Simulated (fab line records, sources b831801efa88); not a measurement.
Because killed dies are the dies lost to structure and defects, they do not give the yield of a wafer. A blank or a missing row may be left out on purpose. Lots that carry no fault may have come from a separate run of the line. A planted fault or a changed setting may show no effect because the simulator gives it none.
What tool caused it? ; flow sky130 ; 13 lots with 38 wafers sampled at 5 steps, on a route of 708 steps

## WHAT EACH GAUGE READ, for each wafer
SKY_SONOS_ONO_THK_MEAS_03.
lot;measured;on;SONOS_ONO_CVD_02_THK (nm)
L530;day 11 07:34;film_metro-03;10.56 10.62 10.61
L533;day 12 09:10;film_metro-04;10.70 10.59 10.67
L534;day 12 16:42;film_metro-04;10.63 10.77 10.70
L535;day 12 22:42;film_metro-03;10.52 10.50 10.53
L537;day 13 23:14;film_metro-04;10.27 10.53 10.52
L538;day 14 01:29;film_metro-03;10.37 10.28 10.37
L539;day 14 08:50;film_metro-04;10.69 10.73 10.62
L540;day 14 23:30;film_metro-03;10.48 10.65
L542;day 15 22:50;film_metro-04;10.41 10.50 10.43
L549;day 18 04:53;film_metro-03;10.62 10.59 10.68
L551;day 18 14:06;film_metro-04;10.32 10.36 10.20
L550;day 18 18:25;film_metro-04;10.66 10.48 10.60
L553;day 19 05:34;film_metro-04;10.27 10.55 10.53

SKY_LDD_N_OVL_MEAS_07.
lot;measured;on;LDD_N_OVL (nm)
L530;day 17 09:40;overlay-02;-0.4 1.2 2.2
L533;day 18 16:10;overlay-02;-0.5 1.1 -0.6
L534;day 18 23:53;overlay-01;-0.9 0.5 3.0
L535;day 19 03:25;overlay-02;0.7 1.8 0.6
L537;day 20 10:53;overlay-01;-1.8 -0.8 -1.2
L538;day 20 15:11;overlay-01;1.3 2.3 -0.8
L539;day 20 23:28;overlay-02;3.5 1.7 2.1
L540;day 21 14:05;overlay-01;1.2 0.6
L542;day 22 16:49;overlay-02;4.0 2.5 3.4
L549;day 24 22:30;overlay-01;0.5 -1.6 -0.4
L551;day 25 05:08;overlay-01;0.2 0.0 0.0
L550;day 25 09:49;overlay-02;-0.1 0.2 0.9
L553;day 25 23:14;overlay-02;-0.1 0.2 1.7

SKY_LDD_P_TW_MEAS_11.
lot;measured;on;LDD_P_TW
L530;day 18 16:52;film_metro-01;647 645 648
L533;day 20 00:44;film_metro-03;619 619 620
L534;day 20 08:03;film_metro-01;641 645 643
L535;day 20 11:42;film_metro-02;632 631 631
L537;day 21 19:25;film_metro-02;634 631 628
L538;day 21 23:37;film_metro-03;624 622 623
L539;day 22 07:38;film_metro-01;642 642 644
L540;day 22 21:32;film_metro-02;626 575 631 579
L542;day 24 00:49;film_metro-03;623 619 570 619 620 565
L549;day 26 05:40;film_metro-02;630 631 632
L551;day 26 12:28;film_metro-03;626 625 628
L550;day 26 17:15;film_metro-01;641 639 646
L553;day 27 04:54;film_metro-01;646 642 645

## WHAT TOOL EACH LOT RAN ON (gives the tool, then ch and the chambers of the sampled wafers, and finally the start)
lot;SKY_POLY_GATE_ETCH_16;SKY_LDD_P_IMPLANT_09
L530;rie_diel-03 ch 0,1,2, day 16 00:31;implanter-01 ch 0, day 18 16:37
L533;rie_diel-02 ch 0,1,3, day 17 06:43;implanter-03 ch 0, day 20 00:29
L534;rie_diel-02 ch 1,3, day 17 15:23;implanter-03 ch 0, day 20 07:49
L535;rie_diel-01 ch 1,2,3, day 17 20:07;implanter-03 ch 0, day 20 11:28
L537;rie_diel-03 ch 1,3, day 19 02:28;implanter-03 ch 0, day 21 19:10
L538;rie_diel-01 ch 0,1,2, day 19 05:23;implanter-04 ch 0, day 21 23:22
L539;rie_diel-02 ch 0,1,2, day 19 14:55;implanter-04 ch 0, day 22 07:23
L540;rie_diel-02 ch 2,3, day 20 05:41;implanter-04 ch 0, day 22 21:20
L542;rie_diel-03 ch 1,2,3, day 21 08:29;implanter-04 ch 0, day 24 00:37
L549;rie_diel-01 ch 1,2, day 23 15:20;implanter-04 ch 0, day 26 05:25
L551;rie_diel-02 ch 0,1, day 23 23:43;implanter-03 ch 0, day 26 12:14
L550;rie_diel-02 ch 0,3, day 24 04:41;implanter-04 ch 0, day 26 17:02
L553;rie_diel-01 ch 0,1,3, day 24 14:47;implanter-03 ch 0, day 27 04:40
- SKY_POLY_GATE_ETCH_16: etches Si3N4 in CH3F/O2, stops on poly-Si, time 147.5 s, target depth 75 nm.
- SKY_LDD_P_IMPLANT_09

## WHAT THE TOOLS THEMSELVES READ (means of the sampled wafers that have a number; where no wafer has one, the mark that the record gives instead)
SKY_POLY_GATE_ETCH_16.
lot;tool;drypump_motor_current_A (A);oes_product_au (a.u.);throttle_valve_pct (%)
L530;rie_diel-03;5.6;0.641;10.538
L533;rie_diel-02;5.4;0.637;10.538
L534;rie_diel-02;5.1;0.640;10.540
L535;rie_diel-01;5.6;0.638;10.538
L537;rie_diel-03;5.7;0.640;10.539
L538;rie_diel-01;5.6;0.637;10.532
L539;rie_diel-02;5.5;0.643;10.540
L540;rie_diel-02;5.7;0.639;10.527
L542;rie_diel-03;5.7;0.639;10.532
L549;rie_diel-01;5.5;0.642;10.543
L551;rie_diel-02;5.2;0.639;10.527
L550;rie_diel-02;5.6;0.637;10.528
L553;rie_diel-01;5.7;0.641;10.536

## THE ANSWER, worked out from the rows above alone
Rule: usual is defined by the lots themselves. The widest of any qualifying gaps counts: lots, ordered by their means at a reading, are off when they make up no more than a third of the lots, leave a main group of 4 or more, and stand apart from it by 3 or more times the standard deviation of that group's means. The tables above print the reading to a certain number of digits; a main group whose means all agree to those digits is not used. A lot without any number at a reading at which 4 lots or more have one is off too. Any other lot the step has rows for is counted as sound. The gauges are gone through in route order, then the tools' own readings, and for those a lot's mean is taken as printed above. At the first step where some lot is off, the reading lying furthest off is the one used; lots without a number count as furthest.
None of the lots is off at any reading shown; this tells nothing.

## WHAT HAD BEEN PUT IN BY THE SIMULATOR
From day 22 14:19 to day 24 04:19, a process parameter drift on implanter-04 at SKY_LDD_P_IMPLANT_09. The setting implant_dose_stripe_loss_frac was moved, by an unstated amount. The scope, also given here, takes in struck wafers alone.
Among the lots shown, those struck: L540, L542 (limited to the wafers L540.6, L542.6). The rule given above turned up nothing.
